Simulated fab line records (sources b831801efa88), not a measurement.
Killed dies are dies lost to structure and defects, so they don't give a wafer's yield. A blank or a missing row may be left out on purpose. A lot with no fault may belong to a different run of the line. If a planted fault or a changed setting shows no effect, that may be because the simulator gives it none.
A struck lot beside a sound one	flow gf180mcu	20 steps out of a route of 602
Sound: the wafers L411.2, L411.4, L411.5. Wafers struck: L423.1, L423.2, L423.4. Last of all comes the cause.
At each step with rows: each side's tool, then ch and its chambers, then its first start. Under that, the readings that differ: sound wafers	struck wafers	difference of the means	sigmas: that difference in standard deviations of wafers without a fault.
alike: a reading whose means differ by less than 2 such deviations, as well as words and numbers matching on both sides. not compared: withheld readings; readings where some wafer has no value; bounds like >300 that might hide an equal value; numbers whose values overlap and for which the record gives no deviation.
The two part at a step that has a row with sigmas, a row that says differs or no value, or rows on one side only. Numbers that don't overlap but have no deviation are shown without sigmas and don't part them. A reading that every wafer of one side lacks parts them only if that side has two wafers or more.

first, 1 step without rows for these wafers: GF_POLY_GATE_CVD_00 (deposits poly-Si, target thk 200 nm, time 1200 s).
GF_POLY_GATE_THK_MEAS_01:
  sound on film-metro-01 at day 10 13:25; struck on film-metro-01 at day 14 04:10
  alike: POLY_GATE_CVD_00_THK
then, 8 steps without rows for these wafers: GF_POLY_GATE_DEHYDRATE_02 (time 60 s); GF_POLY_GATE_HMDS_03 (prime time 60 s); GF_POLY_GATE_COAT_04; GF_POLY_GATE_COAT_05 (resist thk 700 nm); GF_POLY_GATE_SOFTBAKE_06 (time 60 s); GF_POLY_GATE_EXPOSE_07 (exposes mask Poly2, target cd 280 nm); GF_POLY_GATE_PEB_08 (peb time 90 s); GF_POLY_GATE_DEVELOP_09 (develop time 60 s).
GF_POLY_GATE_CD_MEAS_10: the cd target is 280 nm.
  sound on cd-sem-02 at day 11 07:35; struck on cd-sem-02 at day 15 01:35
  alike: cd-nm
GF_POLY_GATE_OVL_MEAS_11:
  sound on overlay-02 at day 11 07:42; struck on overlay-02 at day 15 01:42
  alike: POLY_GATE_OVL
GF_POLY_GATE_ETCH_12: etches BARC in N2/H2.
  sound on rie-diel-02 ch 0,1,3, day 11 07:44; struck on rie-diel-01 ch 0,1,2, day 15 01:44
  no value came back on the struck wafers for any of 5 readings (bias-w (W), chamber-pressure-mTorr (mTorr) and others); on the sound wafers bias-w (W) reads 99.59 99.99 100.06
GF_POLY_GATE_ETCH_13: etches poly-Si in HBr/Cl2, stops on SiO2, target depth 198.5 nm, time 69.6 s.
  sound on rie-si-02 ch 0,1,3, day 11 07:47; struck on rie-si-01 ch 0,2,3, day 15 01:47
reading	sound	struck	difference	sigmas
oes-product-au (a.u.)	0.976 0.988 0.974	0.265 0.273 0.276	-0.708	-99 or more
  alike: HBr_flow_sccm, bias-w, drypump-motor-current-A, throttle-valve-pct
  not compared: rf-hours-counter-h
GF_POLY_GATE_STRIP_14: strips in O2/N2.
  sound on plasma-asher-01 ch 0,1, day 11 07:50; struck on plasma-asher-02 ch 0,1, day 15 01:50
reading	sound	struck	difference	sigmas
oes-product-au (a.u.)	0.506 0.492 0.510	0.526 0.526 0.533	+0.026	+5
  alike: drypump-motor-current-A, heater-power-w
  not compared: rf-hours-counter-h
then, 2 steps without rows for these wafers: GF_POLY_GATE_CLEAN_15 (cleans in SC1/SC2, time 150 s); GF_POLY_GATE_OXIDATION_16 (stabilise 600 s, purge 300 s, target thk 4 nm).
GF_POLY_GATE_THK_MEAS_17:
  sound on film-metro-01 at day 11 10:20; struck on film-metro-01 at day 15 04:10
  alike: POLY_GATE_OXIDATION_THK
GF_POLY_GATE_CD_MEAS_18:
  sound on cd-sem-02 at day 11 10:25; struck on cd-sem-01 at day 15 04:14
reading	sound	struck	difference	sigmas
cd-nm (nm)	279.8 281.2 279.4	- - -	no value on the struck wafers	
then, 1 step without rows for these wafers: GF_HV_LDD_DEHYDRATE_00 (time 60 s).

WHERE THEY PART
Earliest at GF_POLY_GATE_ETCH_12; latest, in this record, at GF_POLY_GATE_CD_MEAS_18.

WHY: what had been put in by the simulator
Skipped step whole: rie-diel-01, from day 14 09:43 on, at GF_POLY_GATE_ETCH_12. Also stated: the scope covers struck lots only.
